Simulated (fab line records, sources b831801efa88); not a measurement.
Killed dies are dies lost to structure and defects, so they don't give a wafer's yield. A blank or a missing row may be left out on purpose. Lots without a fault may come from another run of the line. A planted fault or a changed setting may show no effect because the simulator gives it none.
Which tool did it? | flow sky130 | 13 lots, 39 wafers sampled, at 5 steps of a route of 708

WHAT THE GAUGES READ, wafer by wafer
SKY_VT_ADJUST_NCORE_CD_MEAS_07: target cd 380 nm. Usual: cd_nm 379.5 nm, standard deviation 2.
lot  | measured     | on        | cd_nm (nm)        | flag
L610 | day 8 23:49  | cd_sem-02 | 382.3 380.9 379.7 |
L613 | day 9 20:24  | cd_sem-01 | 381.8 378.8 381.1 |
L614 | day 10 03:15 | cd_sem-02 | 379.0 380.6 378.8 |
L616 | day 10 18:14 | cd_sem-01 | 380.8 379.5 380.8 |
L618 | day 11 03:47 | cd_sem-02 | 379.2 379.9 378.8 |
L619 | day 11 10:58 | cd_sem-02 | 378.4 378.9 376.7 |
L621 | day 12 00:58 | cd_sem-01 | 378.6 379.7 377.4 |
L622 | day 12 09:41 | cd_sem-02 | 381.2 380.6 380.7 |
L623 | day 12 13:28 | cd_sem-01 | - - -             | OFF
L624 | day 12 23:37 | cd_sem-01 | 379.2 378.3 378.2 |
L625 | day 13 12:38 | cd_sem-01 | 381.9 381.3 379.2 |
L626 | day 13 17:05 | cd_sem-02 | 380.2 376.8 377.4 |
L629 | day 14 09:47 | cd_sem-02 | 382.1 379.8 378.3 |

SKY_VT_ADJUST_NCORE_TW_MEAS_11. Usual: VT_ADJUST_NCORE_TW 218.0, standard deviation 1.5.
lot  | measured     | on            | VT_ADJUST_NCORE_TW | flag
L610 | day 9 00:13  | film_metro-01 | 219.8 220.0 219.6  |
L613 | day 9 20:48  | film_metro-04 | 217.7 217.4 218.7  |
L614 | day 10 03:39 | film_metro-01 | 219.1 218.6 218.9  |
L616 | day 10 18:37 | film_metro-04 | 216.4 215.8 217.6  |
L618 | day 11 04:11 | film_metro-01 | 220.4 219.0 221.6  |
L619 | day 11 11:22 | film_metro-03 | 216.5 216.6 217.1  |
L621 | day 12 01:22 | film_metro-03 | 216.9 217.1 216.5  |
L622 | day 12 10:05 | film_metro-04 | 217.7 216.7 217.4  |
L623 | day 12 13:52 | film_metro-03 | 29.7 29.8 29.7     | OFF
L624 | day 13 00:01 | film_metro-03 | 217.0 218.8 218.6  |
L625 | day 13 13:27 | film_metro-04 | 215.8 215.2 214.6  |
L626 | day 13 17:29 | film_metro-03 | 218.3 218.1 216.7  |
L629 | day 14 10:12 | film_metro-04 | 217.2 216.6 217.5  |

SKY_LOCAL_INTERCONNECT_RS_MEAS_01: measures by four-point-probe. Usual: LOCAL_INTERCONNECT_TIN_RS 14.22 ohm/sq, standard deviation 0.2.
lot  | measured     | on            | LOCAL_INTERCONNECT_TIN_RS (ohm/sq) | flag
L610 | day 29 16:38 | film_metro-02 | 14.10 14.23 14.29                  |
L613 | day 30 21:04 | film_metro-02 | 14.26 14.15 14.03                  |
L614 | day 31 01:25 | film_metro-04 | 14.14 14.24 14.32                  |
L616 | day 31 22:02 | film_metro-03 | 13.94 14.14 13.99                  |
L618 | day 32 05:47 | film_metro-04 | 14.30 14.58 14.52                  |
L619 | day 32 13:35 | film_metro-03 | 14.13 14.15 14.05                  |
L621 | day 33 03:52 | film_metro-04 | 14.51 14.25 14.34                  |
L622 | day 33 15:32 | film_metro-02 | 14.20 14.22 14.14                  |
L623 | day 33 19:53 | film_metro-04 | 14.39 14.16 14.32                  |
L624 | day 34 04:52 | film_metro-02 | 14.26 14.26 14.55                  |
L625 | day 34 19:56 | film_metro-03 | 13.77 13.82 13.84                  |
L626 | day 35 00:37 | film_metro-02 | 14.16 14.24 14.21                  |
L629 | day 35 19:01 | film_metro-04 | 14.14 14.31 14.31                  |

SKY_CONTACT_THK_MEAS_26: measures by xrf. Usual: CONTACT_W_THK 338 nm, standard deviation 5.3.
lot  | measured     | on            | CONTACT_W_THK (nm) | flag
L610 | day 32 03:07 | film_metro-04 | 345 343 347        |
L613 | day 33 07:02 | film_metro-01 | 337 335 339        |
L614 | day 33 09:49 | film_metro-01 | 334 337 334        |
L616 | day 34 06:28 | film_metro-01 | 333 344 334        |
L618 | day 34 14:22 | film_metro-01 | 331 330 341        |
L619 | day 34 21:23 | film_metro-01 | 328 346 334        |
L621 | day 35 10:37 | film_metro-04 | 330 343 331        |
L622 | day 35 23:03 | film_metro-04 | 336 332 336        |
L623 | day 36 04:02 | film_metro-03 | 343 343 344        |
L624 | day 36 11:47 | film_metro-04 | 336 341 339        |
L625 | day 37 02:49 | film_metro-03 | 339 349 332        |
L626 | day 37 06:43 | film_metro-03 | 335 335 336        |
L629 | day 38 02:14 | film_metro-03 | 342 332 335        |

WHICH TOOL RAN EACH LOT (tool, then ch and the chambers of the sampled wafers, then the start)
lot  | SKY_VT_ADJUST_NCORE_EXPOSE_04
L610 | iline_stepper-01 ch 0, day 8 13:32
L613 | iline_stepper-01 ch 0, day 9 09:32
L614 | iline_stepper-02 ch 0, day 9 16:11
L616 | iline_stepper-02 ch 0, day 10 06:46
L618 | iline_stepper-02 ch 0, day 10 17:22
L619 | iline_stepper-02 ch 0, day 10 23:40
L621 | iline_stepper-02 ch 0, day 11 13:26
L622 | iline_stepper-01 ch 0, day 11 21:44
L623 | iline_stepper-02 ch 0, day 12 01:33
L624 | iline_stepper-02 ch 0, day 12 11:31
L625 | iline_stepper-02 ch 0, day 13 00:08
L626 | iline_stepper-01 ch 0, day 13 04:49
L629 | iline_stepper-02 ch 0, day 13 21:23
- SKY_VT_ADJUST_NCORE_EXPOSE_04: exposes mask LVTN COMPLEMENT THIN, target cd 380 nm.

WHAT THE TOOLS THEMSELVES READ (means of the sampled wafers that have a number; where no wafer has one, the mark that the record gives instead)
The record holds no such reading with a usual standard deviation.

THE ANSWER, worked out from the rows above alone
Rule: a lot is off if the mean of its wafers that have a number lies more than 3 standard deviations from the usual mean. A lot without any number at a reading at which 4 lots or more have one is off too. The other lots that the step has rows for count as sound. The gauges are gone through in route order, then the tools' own readings, and for those a lot's mean is taken as printed above. The first step at which some lot is off is used, and at that step the reading that is off furthest; a lot without a number counts as furthest.
Off: L623, at SKY_VT_ADJUST_NCORE_CD_MEAS_07 (cd_nm). Without a number there: L623.
A tool fits if, at a process step before that reading, it ran every lot that is off, and no sound lot after the first of them. The gauges at SKY_VT_ADJUST_NCORE_CD_MEAS_07 aren't tried: what is off there is off at SKY_VT_ADJUST_NCORE_TW_MEAS_11 too, on other tools, and a gauge's error can't cause that. None of those tried fits.

WHAT THE SIMULATOR HAD PUT IN
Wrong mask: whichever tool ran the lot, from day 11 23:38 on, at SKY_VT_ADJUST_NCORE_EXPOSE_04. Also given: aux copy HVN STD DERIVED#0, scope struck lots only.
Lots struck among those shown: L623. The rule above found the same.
